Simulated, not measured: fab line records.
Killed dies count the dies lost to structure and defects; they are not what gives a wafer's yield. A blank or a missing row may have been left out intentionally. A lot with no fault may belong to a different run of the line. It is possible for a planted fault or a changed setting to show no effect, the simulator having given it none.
Which tool did it? + flow sky130 + Sampling: 14 lots, 42 wafers, 5 of 708 route steps

== WHAT EACH GAUGE READ, for each wafer ==
SKY_VT_ADJUST_HVTP_TW_MEAS_11. Usual: for VT_ADJUST_HVTP_TW the level is 1363 and the standard deviation is 15.
| lot  | measured     | on            | VT_ADJUST_HVTP_TW | flag |
|------|--------------|---------------|-------------------|------|
| L238 | day 6 14:32  | film-metro-04 | 1367 1362 1373    |      |
| L239 | day 6 14:53  | film-metro-03 | 1368 1361 1369    |      |
| L243 | day 7 16:49  | film-metro-04 | 1384 1384 1382    |      |
| L247 | day 8 15:43  | film-metro-01 | 1343 1340 1338    |      |
| L248 | day 8 22:44  | film-metro-01 | 1344 1353 1342    |      |
| L249 | day 9 08:29  | film-metro-03 | 1361 1358 1368    |      |
| L250 | day 9 16:01  | film-metro-04 | 1370 1372 1370    |      |
| L251 | day 9 20:43  | film-metro-01 | 1344 1339 1339    |      |
| L252 | day 10 02:28 | film-metro-04 | 1374 1378 1380    |      |
| L254 | day 10 16:19 | film-metro-04 | 1383 1378 1380    |      |
| L256 | day 11 00:39 | film-metro-03 | 1379 1367 1379    |      |
| L257 | day 11 08:08 | film-metro-04 | 1379 1375 1371    |      |
| L258 | day 11 16:46 | film-metro-01 | 1319 1331 1331    |      |
| L259 | day 12 11:55 | film-metro-03 | 1361 1357 1363    |      |

SKY_VT_ADJUST_LVTN_OVL_MEAS_18. Usual: for VT_ADJUST_LVTN_01_OVL the level is -0.4 nm and the standard deviation is 1.5.
| lot  | measured     | on         | VT_ADJUST_LVTN_01_OVL (nm) | flag |
|------|--------------|------------|----------------------------|------|
| L238 | day 8 04:09  | overlay-02 | -1.9 -2.5 -2.1             |      |
| L239 | day 8 06:02  | overlay-02 | -2.9 -2.6 -1.5             |      |
| L243 | day 9 10:37  | overlay-01 | -1.1 -0.2 -1.1             |      |
| L247 | day 10 12:08 | overlay-02 | 2.2 2.4 2.7                |      |
| L248 | day 10 20:18 | overlay-02 | -1.0 0.5 0.1               |      |
| L249 | day 11 04:59 | overlay-02 | 0.1 -0.1 0.2               |      |
| L250 | day 11 14:29 | overlay-01 | -1.5 -2.3 -1.0             |      |
| L251 | day 11 18:41 | overlay-01 | -1.9 -0.5 -0.6             |      |
| L252 | day 12 01:59 | overlay-02 | -0.3 -1.9 -0.9             |      |
| L254 | day 12 16:02 | overlay-02 | 1.7 1.1 0.7                |      |
| L256 | day 13 01:17 | overlay-02 | 1.1 0.7 -0.4               |      |
| L257 | day 13 09:04 | overlay-02 | 0.2 0.2 0.2                |      |
| L258 | day 13 17:45 | overlay-02 | -0.1 -0.2 0.8              |      |
| L259 | day 14 15:34 | overlay-01 | -0.9 -2.2 -1.5             |      |

SKY_VT_ADJUST_NCORE_TW_MEAS_11. Usual: for VT_ADJUST_NCORE_TW the level is 217.9 and the standard deviation is 1.9.
| lot  | measured     | on            | VT_ADJUST_NCORE_TW | flag |
|------|--------------|---------------|--------------------|------|
| L238 | day 9 01:40  | film-metro-04 | 220.6 221.3 222.8  |      |
| L239 | day 9 03:14  | film-metro-02 | 218.3 217.2 218.2  |      |
| L243 | day 10 09:59 | film-metro-01 | 217.9 219.0 218.4  |      |
| L247 | day 11 11:46 | film-metro-01 | 29.4 29.3 29.3     | OFF  |
| L248 | day 11 20:42 | film-metro-02 | 29.9 29.9 29.8     | OFF  |
| L249 | day 12 05:52 | film-metro-02 | 218.4 217.3 218.0  |      |
| L250 | day 12 15:08 | film-metro-02 | 218.2 217.6 217.9  |      |
| L251 | day 12 19:23 | film-metro-01 | 217.3 217.5 217.5  |      |
| L252 | day 13 02:55 | film-metro-02 | 218.9 219.0 218.2  |      |
| L254 | day 13 17:16 | film-metro-02 | 218.7 218.8 217.9  |      |
| L256 | day 14 03:23 | film-metro-01 | 215.2 217.7 216.7  |      |
| L257 | day 14 11:43 | film-metro-01 | 215.4 216.9 216.7  |      |
| L258 | day 14 20:38 | film-metro-01 | 216.2 217.2 217.1  |      |
| L259 | day 15 18:14 | film-metro-02 | 217.0 216.8 217.7  |      |

== WHAT TOOL EACH LOT RAN ON (gives the tool, then ch and the chambers of the sampled wafers, and finally the start) ==
| lot  | SKY_VT_ADJUST_NCORE_IMPLANT_09  | SKY_VT_ADJUST_NCORE_STRIP_10         |
|------|---------------------------------|--------------------------------------|
| L238 | implanter-02 ch 0, day 9 01:26  | plasma-asher-04 ch 0,1, day 9 01:34  |
| L239 | implanter-01 ch 0, day 9 02:59  | plasma-asher-03 ch 0,1, day 9 03:08  |
| L243 | implanter-01 ch 0, day 10 09:44 | plasma-asher-02 ch 0,1, day 10 09:53 |
| L247 | implanter-02, day 11 11:31      | plasma-asher-04 ch 0,1, day 11 11:40 |
| L248 | implanter-03, day 11 20:29      | plasma-asher-04 ch 0,1, day 11 20:37 |
| L249 | implanter-02 ch 0, day 12 05:37 | plasma-asher-04 ch 0,1, day 12 05:46 |
| L250 | implanter-02 ch 0, day 12 14:55 | plasma-asher-04 ch 0,1, day 12 15:02 |
| L251 | implanter-01 ch 0, day 12 19:10 | plasma-asher-02 ch 0,1, day 12 19:17 |
| L252 | implanter-03 ch 0, day 13 02:40 | plasma-asher-04 ch 0,1, day 13 02:49 |
| L254 | implanter-03 ch 0, day 13 17:01 | plasma-asher-04 ch 0,1, day 13 17:10 |
| L256 | implanter-01 ch 0, day 14 03:08 | plasma-asher-04 ch 0,1, day 14 03:17 |
| L257 | implanter-02 ch 0, day 14 11:30 | plasma-asher-02 ch 0,1, day 14 11:37 |
| L258 | implanter-02 ch 0, day 14 20:23 | plasma-asher-04 ch 0,1, day 14 20:32 |
| L259 | implanter-02 ch 0, day 15 18:02 | plasma-asher-02 ch 0,1, day 15 18:08 |
- SKY_VT_ADJUST_NCORE_IMPLANT_09
- SKY_VT_ADJUST_NCORE_STRIP_10: strips in O2/N2.

== AS READ BY THE TOOLS THEMSELVES (means over the sampled wafers that have a number; for cases with no such wafer, the mark the record gives instead) ==
SKY_VT_ADJUST_NCORE_IMPLANT_09. Usual: beam-energy-keV 9.999, standard deviation 0.0036; beam-on-s 10.00 s, standard deviation 0.21; faraday-current-uA 13.54, standard deviation 0.28.
| lot  | tool         | beam-energy-keV | beam-on-s (s) | faraday-current-uA | flag |
|------|--------------|-----------------|---------------|--------------------|------|
| L238 | implanter-02 | 10.002          | 9.98          | 13.58              |      |
| L239 | implanter-01 | 10.001          | 9.96          | 13.64              |      |
| L243 | implanter-01 | 9.999           | 10.07         | 13.43              |      |
| L247 | implanter-02 | -               | -             | -                  | OFF  |
| L248 | implanter-03 | -               | -             | -                  | OFF  |
| L249 | implanter-02 | 9.996           | 9.82          | 13.77              |      |
| L250 | implanter-02 | 9.997           | 9.89          | 13.69              |      |
| L251 | implanter-01 | 9.998           | 9.99          | 13.50              |      |
| L252 | implanter-03 | 9.998           | 10.05         | 13.46              |      |
| L254 | implanter-03 | 10.000          | 9.92          | 13.62              |      |
| L256 | implanter-01 | 10.000          | 10.19         | 13.30              |      |
| L257 | implanter-02 | 9.997           | 9.95          | 13.58              |      |
| L258 | implanter-02 | 10.001          | 10.26         | 13.16              |      |
| L259 | implanter-02 | 10.002          | 10.19         | 13.30              |      |

SKY_VT_ADJUST_NCORE_STRIP_10. Usual: chamber-pressure-mTorr 1499.9 mTorr, standard deviation 1.3; drypump-motor-current-A 5.9 A, standard deviation 0.54; oes-product-au 0.716 a.u., standard deviation 0.0044; strip-time-to-endpoint-s 14.19 s, standard deviation 0.04.
| lot  | tool            | chamber-pressure-mTorr (mTorr) | drypump-motor-current-A (A) | oes-product-au (a.u.) | strip-time-to-endpoint-s (s) | flag |
|------|-----------------|--------------------------------|-----------------------------|-----------------------|------------------------------|------|
| L238 | plasma-asher-04 | 1498.4                         | 6.1                         | 0.718                 | 14.21                        |      |
| L239 | plasma-asher-03 | 1499.5                         | 6.0                         | 0.715                 | 14.18                        |      |
| L243 | plasma-asher-02 | 1499.4                         | 5.7                         | 0.715                 | 14.16                        |      |
| L247 | plasma-asher-04 | 1500.1                         | 6.3                         | 0.716                 | 14.21                        |      |
| L248 | plasma-asher-04 | 1501.0                         | 6.1                         | 0.710                 | 14.28                        |      |
| L249 | plasma-asher-04 | 1501.0                         | 6.3                         | 0.721                 | 14.20                        |      |
| L250 | plasma-asher-04 | 1500.6                         | 6.1                         | 0.715                 | 14.20                        |      |
| L251 | plasma-asher-02 | 1499.7                         | 5.4                         | 0.716                 | 14.18                        |      |
| L252 | plasma-asher-04 | 1500.3                         | 6.3                         | 0.715                 | 14.17                        |      |
| L254 | plasma-asher-04 | 1501.0                         | 6.1                         | 0.717                 | 14.20                        |      |
| L256 | plasma-asher-04 | 1500.3                         | 6.1                         | 0.718                 | 14.23                        |      |
| L257 | plasma-asher-02 | 1499.7                         | 5.3                         | 0.715                 | 14.16                        |      |
| L258 | plasma-asher-04 | 1500.3                         | 6.3                         | 0.719                 | 14.15                        |      |
| L259 | plasma-asher-02 | 1501.3                         | 5.3                         | 0.719                 | 14.17                        |      |

== THE ANSWER, worked out from the rows above alone ==
Rule: a lot is off if the mean of its wafers that have a number lies more than 3 standard deviations from the usual mean. A lot without any number at a reading at which 4 lots or more have one is off too. Any other lot the step has rows for is counted as sound. After the gauges, taken in route order, come the tools' own readings; for these a lot's mean is taken, as printed above. At the first step where some lot is off, the reading lying furthest off is the one used; lots without a number count as furthest.
Off: L247, L248, at SKY_VT_ADJUST_NCORE_TW_MEAS_11 (VT_ADJUST_NCORE_TW).
A tool fits if, at a process step before that reading, it ran every lot that is off, and no sound lot after the first of them. Not tried: the gauges at SKY_VT_ADJUST_NCORE_TW_MEAS_11; whatever is off there is also off at SKY_VT_ADJUST_NCORE_IMPLANT_09, on other tools, and gauge error can't account for it. Not one of the candidates tried fits.

== WHAT WAS PUT IN BY THE SIMULATOR ==
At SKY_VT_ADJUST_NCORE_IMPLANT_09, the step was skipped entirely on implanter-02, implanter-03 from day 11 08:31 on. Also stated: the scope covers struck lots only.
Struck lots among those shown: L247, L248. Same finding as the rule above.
